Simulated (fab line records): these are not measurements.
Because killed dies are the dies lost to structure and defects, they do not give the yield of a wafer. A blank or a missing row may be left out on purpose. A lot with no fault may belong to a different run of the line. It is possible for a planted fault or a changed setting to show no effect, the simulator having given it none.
One fault through the eyes of 2 desks :: flow sky130 :: every desk sees just its own numbers, and what lay behind them comes last

== THE TOOL OWNER'S DESK: pvd-sputter-02 ==
The tool's own readings at SKY_METAL1_SPUTTER_03 (material Ti, target thk 5 nm, time 3.3 s): means of the sampled wafers that have a number, for each lot that ran on this tool. The brackets show how far a lot's mean lies from the usual mean; more than 4 standard deviations puts the lot out of limits, marked OUT.
Columns: A = throttle-valve-pct at SKY_METAL1_SPUTTER_03, usual 30.0 %
lot: L524
first seen here: day 33 05:14
A: 30.8

lot: L532
first seen here: day 35 19:02
A: 30.6

lot: L534
first seen here: day 36 02:05
A: 30.2
This desk's verdict: no lot among the 3 shows anything out of limits.

== METROLOGY DESK ==
Means of the sampled wafers that have a number, per lot and without regard to the tool the lot ran on: this is what the gauges read. The brackets show how far a lot's mean lies from the usual mean; more than 4 standard deviations puts the lot out of limits, marked OUT.
Columns: A = CONTACT_W_RS at SKY_CONTACT_RS_MEAS_25, usual 0.339 ohm/sq; B = CONTACT_W_THK at SKY_CONTACT_THK_MEAS_26, usual 345 nm
lot: L521
first seen here: day 31 21:31
A: 0.343
B: 340

lot: L524
first seen here: day 33 04:42
A: 0.343
B: 340

lot: L532
first seen here: day 35 18:29
A: 0.340
B: 340

lot: L534
first seen here: day 36 01:32
A: 0.341
B: 343

lot: L540
first seen here: day 37 19:50
A: 0.335
B: 346

lot: L541
first seen here: day 37 21:04
A: 0.342
B: 344
This desk's verdict: no lot among the 6 shows anything out of limits.

== BROUGHT TOGETHER ==
The tool owner's desk saw nothing out of limits.
From the metrology desk's view, nothing was out of limits.

== WHAT WAS PUT IN BY THE SIMULATOR ==
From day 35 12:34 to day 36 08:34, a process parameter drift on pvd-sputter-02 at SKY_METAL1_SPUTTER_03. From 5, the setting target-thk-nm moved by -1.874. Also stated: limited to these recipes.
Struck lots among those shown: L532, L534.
